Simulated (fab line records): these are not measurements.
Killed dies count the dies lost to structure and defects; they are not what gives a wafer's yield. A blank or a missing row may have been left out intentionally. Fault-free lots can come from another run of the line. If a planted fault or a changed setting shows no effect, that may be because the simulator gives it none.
Matching of chambers    flow sky130    4 sister chambers for SKY_VIA2_ETCH_14 on rie-diel-03
The step etches BARC in N2/H2, stops on SiO2, time 45.9 s, target depth 60 nm. 18 wafers are shown with their chamber, then 9 later ones without.

## EACH WAFER AND ITS CHAMBER
wafer   chamber  drypump-motor-current-A (A)  n2-flow-sccm (sccm)  oes-product-au (a.u.)
L075.3  2        6.6                          99.8                 0.863
L075.4  3        5.4                          99.8                 0.850
L075.6  3        5.4                          99.3                 0.855
L078.2  1        5.8                          100.1                0.858
L078.3  3        5.3                          99.8                 0.856
L078.5  2        6.6                          100.1                0.852
L080.2  2        6.6                          99.6                 0.860
L080.3  1        5.8                          100.5                0.855
L080.6  2        6.6                          99.5                 0.850
L082.2  1        5.8                          100.0                0.858
L082.3  2        6.6                          100.2                0.860
L082.5  2        6.6                          99.8                 0.852
L081.1  1        5.8                          99.3                 0.856
L081.5  0        5.9                          99.8                 0.855
L081.6  3        5.4                          99.6                 0.859
L087.4  1        5.8                          100.4                0.860
L087.5  0        5.8                          100.1                0.854
L087.6  3        5.4                          99.6                 0.858

SIGNATURES, as means of the wafers listed above
reading                  chamber 0  chamber 1  chamber 2  chamber 3  scatter within a chamber
drypump-motor-current-A  5.850      5.800      6.600      5.380      0.0305
n2-flow-sccm             99.950     100.060    99.833     99.620     0.325
oes-product-au           0.85450    0.85740    0.85617    0.85560    0.00391
Rule: for each reading, subtract the chamber's mean from the wafer's reading, divide by that reading's scatter and square the result; add these up over the readings and take the root, which gives the wafer's distance from the chamber. If the next closest chamber is less than 2 further off than the closest, the wafer can't be placed; otherwise it belongs to the closest. The scatter is the square root of a quotient: the sum, over the shown wafers, of each reading's squared deviation from its chamber's mean, divided by wafers minus chambers.

## WAFERS WITHOUT THEIR CHAMBER
wafer   drypump-motor-current-A (A)  n2-flow-sccm (sccm)  oes-product-au (a.u.)
L092.3  5.9                          99.8                 0.868
L092.4  6.6                          100.4                0.852
L092.6  5.9                          100.1                0.849
L094.4  5.9                          99.8                 0.855
L094.5  5.8                          100.0                0.856
L094.6  5.4                          100.1                0.849
L095.1  6.6                          99.9                 0.852
L095.3  5.4                          100.3                0.864
L095.5  5.8                          100.3                0.860

## WHICH CHAMBER EACH WENT THROUGH
wafer   from the rows above      in truth
L092.3  can't be placed: 0 or 1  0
L092.4  2                        2
L092.6  can't be placed: 0 or 1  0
L094.4  can't be placed: 0 or 1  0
L094.5  can't be placed: 1 or 0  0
L094.6  3                        3
L095.1  2                        2
L095.3  3                        3
L095.5  can't be placed: 1 or 0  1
Correct placement for 4 of the 9. Not placeable from these rows: 5 (in 5, the candidates include the true chamber). 0 placed wrongly.
